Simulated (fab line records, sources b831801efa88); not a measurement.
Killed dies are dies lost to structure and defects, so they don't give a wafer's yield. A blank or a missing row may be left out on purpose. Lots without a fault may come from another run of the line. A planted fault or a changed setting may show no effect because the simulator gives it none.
Which tool did it? | flow gf180mcu | 11 lots, 33 wafers sampled, at 6 steps of a route of 602

WHAT THE GAUGES READ, wafer by wafer
GF_VT_IMPLANT_RS_MEAS_49: measures by four-point-probe. Usual: MVPSD_RS 1168.8 ohm/sq, standard deviation 2.8.
lot  | measured     | on            | MVPSD_RS (ohm/sq)    | flag
L625 | day 7 13:39  | film_metro-02 | 1172.2 1170.9 1172.0 |
L628 | day 8 11:01  | film_metro-02 | 1168.3 1169.5 1170.1 |
L630 | day 8 23:55  | film_metro-02 | 1166.3 1170.4 1165.2 |
L632 | day 9 14:55  | film_metro-04 | 1169.1 1168.6 1166.7 |
L633 | day 9 19:32  | film_metro-02 | 1167.4 1170.6 1166.3 |
L637 | day 10 22:20 | film_metro-04 | 1164.7 1168.4 1165.5 |
L639 | day 11 13:00 | film_metro-02 | 1166.5 1166.8 1164.4 |
L640 | day 11 20:05 | film_metro-02 | 1170.1 1170.1 1170.0 |
L643 | day 12 16:31 | film_metro-01 | 1168.1 1166.4 1169.2 |
L647 | day 13 19:54 | film_metro-01 | 1170.9 1170.3 1168.7 |
L648 | day 14 03:38 | film_metro-02 | 1168.8 1175.9 1173.9 |

GF_PSD_RS_MEAS_14: measures by four-point-probe. Usual: NSD_RS 46.15 ohm/sq, standard deviation 0.087.
lot  | measured     | on            | NSD_RS (ohm/sq)   | flag
L625 | day 14 04:40 | film_metro-02 | 46.33 46.33 46.24 |
L628 | day 15 08:19 | film_metro-04 | 46.10 46.17 46.06 |
L630 | day 16 01:51 | film_metro-03 | 46.14 46.11 46.21 |
L632 | day 16 18:01 | film_metro-03 | 46.21 46.27 46.16 |
L633 | day 17 02:10 | film_metro-02 | 46.14 45.99 46.19 |
L637 | day 18 14:16 | film_metro-04 | 49.79 49.79 49.84 | OFF
L639 | day 19 10:29 | film_metro-03 | 49.85 49.70 49.81 | OFF
L640 | day 19 22:07 | film_metro-03 | 46.26 46.24 46.22 |
L643 | day 20 22:00 | film_metro-04 | 46.10 46.03 46.13 |
L647 | day 22 04:26 | film_metro-04 | 46.07 46.03 46.08 |
L648 | day 22 11:08 | film_metro-03 | 46.20 46.12 46.21 |

GF_SAB_CD_MEAS_09: target cd 420 nm. Usual: cd_nm 420.4 nm, standard deviation 2.1.
lot  | measured     | on        | cd_nm (nm)        | flag
L625 | day 15 01:47 | cd_sem-01 | 416.6 415.5 416.3 |
L628 | day 16 06:03 | cd_sem-02 | 420.4 417.5 417.4 |
L630 | day 17 00:05 | cd_sem-01 | 420.8 423.7 422.1 |
L632 | day 17 17:58 | cd_sem-02 | 417.9 420.1 420.8 |
L633 | day 18 02:01 | cd_sem-02 | 420.9 424.9 423.3 |
L637 | day 19 15:19 | cd_sem-02 | 420.8 420.0 420.1 |
L639 | day 20 11:10 | cd_sem-02 | 420.9 422.3 421.6 |
L640 | day 20 22:36 | cd_sem-02 | 421.0 419.9 421.6 |
L643 | day 21 21:01 | cd_sem-01 | 418.4 416.2 418.8 |
L647 | day 23 03:20 | cd_sem-02 | 419.0 420.2 417.1 |
L648 | day 23 10:01 | cd_sem-02 | 420.8 419.4 419.8 |

WHICH TOOL RAN EACH LOT (tool, then ch and the chambers of the sampled wafers, then the start)
lot  | GF_HV_LDD_STRIP_10                   | GF_NSD_IMPLANT_09               | GF_NSD_STRIP_11
L625 | plasma_asher-03 ch 0,1, day 10 00:17 | implanter-03 ch 0, day 13 07:20 | plasma_asher-04 ch 0,1, day 13 07:37
L628 | plasma_asher-03 ch 0,1, day 11 00:58 | implanter-01 ch 0, day 14 10:21 | plasma_asher-01 ch 0,1, day 14 10:38
L630 | plasma_asher-04 ch 0,1, day 11 16:00 | implanter-02 ch 0, day 15 03:28 | plasma_asher-04 ch 0,1, day 15 03:46
L632 | plasma_asher-04 ch 0,1, day 12 06:25 | implanter-01 ch 0, day 15 19:30 | plasma_asher-02 ch 0,1, day 15 19:47
L633 | plasma_asher-04 ch 0,1, day 12 13:26 | implanter-02 ch 0, day 16 02:48 | plasma_asher-02 ch 0,1, day 16 03:05
L637 | plasma_asher-03 ch 0,1, day 13 18:08 | implanter-01 ch 0, day 17 13:41 | plasma_asher-02 ch 0,1, day 17 13:58
L639 | plasma_asher-01 ch 0,1, day 14 11:39 | implanter-01 ch 0, day 18 08:43 | plasma_asher-02 ch 0,1, day 18 09:00
L640 | plasma_asher-03 ch 0,1, day 14 21:33 | implanter-03 ch 0, day 18 20:54 | plasma_asher-01 ch 0,1, day 18 21:10
L643 | plasma_asher-04 ch 0,1, day 15 19:16 | implanter-03 ch 0, day 19 21:17 | plasma_asher-01 ch 0,1, day 19 21:34
L647 | plasma_asher-04 ch 0,1, day 16 22:38 | implanter-02 ch 0, day 21 04:08 | plasma_asher-02 ch 0,1, day 21 04:26
L648 | plasma_asher-03 ch 0,1, day 17 04:55 | implanter-03 ch 0, day 21 10:02 | plasma_asher-04 ch 0,1, day 21 10:19
- GF_HV_LDD_STRIP_10: strips in O2/N2.
- GF_NSD_IMPLANT_09
- GF_NSD_STRIP_11: strips in O2/N2.

WHAT THE TOOLS THEMSELVES READ (means of the sampled wafers that have a number; where no wafer has one, the mark that the record gives instead)
GF_HV_LDD_STRIP_10. Usual: drypump_motor_current_A 5.5 A, standard deviation 0.33; heater_power_w 326 W, standard deviation 14; n2_flow_sccm 300.0 sccm, standard deviation 0.84; oes_product_au 0.716 a.u., standard deviation 0.0044; strip_time_to_endpoint_s 12.63 s, standard deviation 0.036.
lot  | tool            | drypump_motor_current_A (A) | heater_power_w (W) | n2_flow_sccm (sccm) | oes_product_au (a.u.) | strip_time_to_endpoint_s (s) | flag
L625 | plasma_asher-03 | 5.7                         | 317                | 300.1               | 0.712                 | 12.64                        |
L628 | plasma_asher-03 | 5.5                         | 318                | 300.2               | 0.719                 | 12.65                        |
L630 | plasma_asher-04 | 5.5                         | 347                | 299.8               | 0.714                 | 12.65                        |
L632 | plasma_asher-04 | 5.5                         | 343                | 300.5               | 0.715                 | 12.66                        |
L633 | plasma_asher-04 | 5.5                         | 347                | 300.0               | 0.714                 | 12.56                        |
L637 | plasma_asher-03 | 5.7                         | 312                | 300.5               | 0.717                 | 12.69                        |
L639 | plasma_asher-01 | 5.5                         | 322                | 300.5               | 0.719                 | 12.58                        |
L640 | plasma_asher-03 | 5.5                         | 315                | 299.8               | 0.716                 | 12.60                        |
L643 | plasma_asher-04 | 5.5                         | 346                | 299.7               | 0.714                 | 12.57                        |
L647 | plasma_asher-04 | 5.5                         | 345                | 299.6               | 0.714                 | 12.64                        |
L648 | plasma_asher-03 | 5.5                         | 321                | 301.1               | 0.713                 | 12.60                        |

GF_NSD_IMPLANT_09. Usual: beam_on_s 19.6 s, standard deviation 2.1; dose_ions_cm2 4e+15, standard deviation 4.1e+12.
lot  | tool         | beam_on_s (s) | dose_ions_cm2 | flag
L625 | implanter-03 | 17.2          | 4e+15         |
L628 | implanter-01 | 21.6          | 4e+15         |
L630 | implanter-02 | 19.7          | 4e+15         |
L632 | implanter-01 | 21.3          | 4e+15         |
L633 | implanter-02 | 19.6          | 4e+15         |
L637 | implanter-01 | 13.8          | 3e+15         | OFF
L639 | implanter-01 | 13.6          | 3e+15         | OFF
L640 | implanter-03 | 16.7          | 4e+15         |
L643 | implanter-03 | 16.8          | 4e+15         |
L647 | implanter-02 | 20.2          | 4e+15         |
L648 | implanter-03 | 17.2          | 4e+15         |

GF_NSD_STRIP_11. Usual: drypump_motor_current_A 5.7 A, standard deviation 0.48; heater_power_w 342 W, standard deviation 18; n2_flow_sccm 300.2 sccm, standard deviation 0.83; oes_product_au 0.487 a.u., standard deviation 0.0047; strip_time_to_endpoint_s 22.97 s, standard deviation 0.041.
lot  | tool            | drypump_motor_current_A (A) | heater_power_w (W) | n2_flow_sccm (sccm) | oes_product_au (a.u.) | strip_time_to_endpoint_s (s) | flag
L625 | plasma_asher-04 | 5.6                         | 335                | 300.6               | 0.486                 | 22.99                        |
L628 | plasma_asher-01 | 5.3                         | 327                | 300.3               | 0.485                 | 22.98                        |
L630 | plasma_asher-04 | 5.5                         | 346                | 299.2               | 0.489                 | 23.01                        |
L632 | plasma_asher-02 | 5.9                         | 358                | 300.9               | 0.485                 | 22.99                        |
L633 | plasma_asher-02 | 5.9                         | 361                | 299.7               | 0.487                 | 22.93                        |
L637 | plasma_asher-02 | 5.9                         | 367                | 300.2               | 0.504                 | 21.23                        | OFF
L639 | plasma_asher-02 | 5.9                         | 357                | 299.6               | 0.511                 | 21.28                        | OFF
L640 | plasma_asher-01 | 5.5                         | 327                | 300.7               | 0.483                 | 22.98                        |
L643 | plasma_asher-01 | 5.5                         | 322                | 299.9               | 0.487                 | 22.95                        |
L647 | plasma_asher-02 | 6.3                         | 347                | 300.3               | 0.483                 | 22.96                        |
L648 | plasma_asher-04 | 5.5                         | 341                | 300.2               | 0.487                 | 22.95                        |

THE ANSWER, worked out from the rows above alone
Rule: a lot is off if the mean of its wafers that have a number lies more than 3 standard deviations from the usual mean. A lot without any number at a reading at which 4 lots or more have one is off too. The other lots that the step has rows for count as sound. The gauges are gone through in route order, then the tools' own readings, and for those a lot's mean is taken as printed above. The first step at which some lot is off is used, and at that step the reading that is off furthest; a lot without a number counts as furthest.
Off: L637, L639, at GF_PSD_RS_MEAS_14 (NSD_RS).
A tool fits if, at a process step before that reading, it ran every lot that is off, and no sound lot after the first of them. The gauges at GF_PSD_RS_MEAS_14 aren't tried: what is off there is off at GF_NSD_IMPLANT_09 too, on other tools, and a gauge's error can't cause that. One fits: implanter-01 at GF_NSD_IMPLANT_09. Its last sound lot is L632 (day 15 19:30), its first lot that is off L637 (day 17 13:41): a fault that began between those two fits.
The tool's own readings at GF_NSD_IMPLANT_09 bear it out: on the lots that are off they differ by more than 5 times the standard deviation of the sound lots' means. dose_ions_cm2 reads 3e+15 there against 4e+15 on the sound lots.

WHAT THE SIMULATOR HAD PUT IN
Process parameter drift: implanter-01, from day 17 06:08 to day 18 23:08, at GF_NSD_IMPLANT_09. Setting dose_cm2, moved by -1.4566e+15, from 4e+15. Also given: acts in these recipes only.
Lots struck among those shown: L637, L639. The rule above found the same.
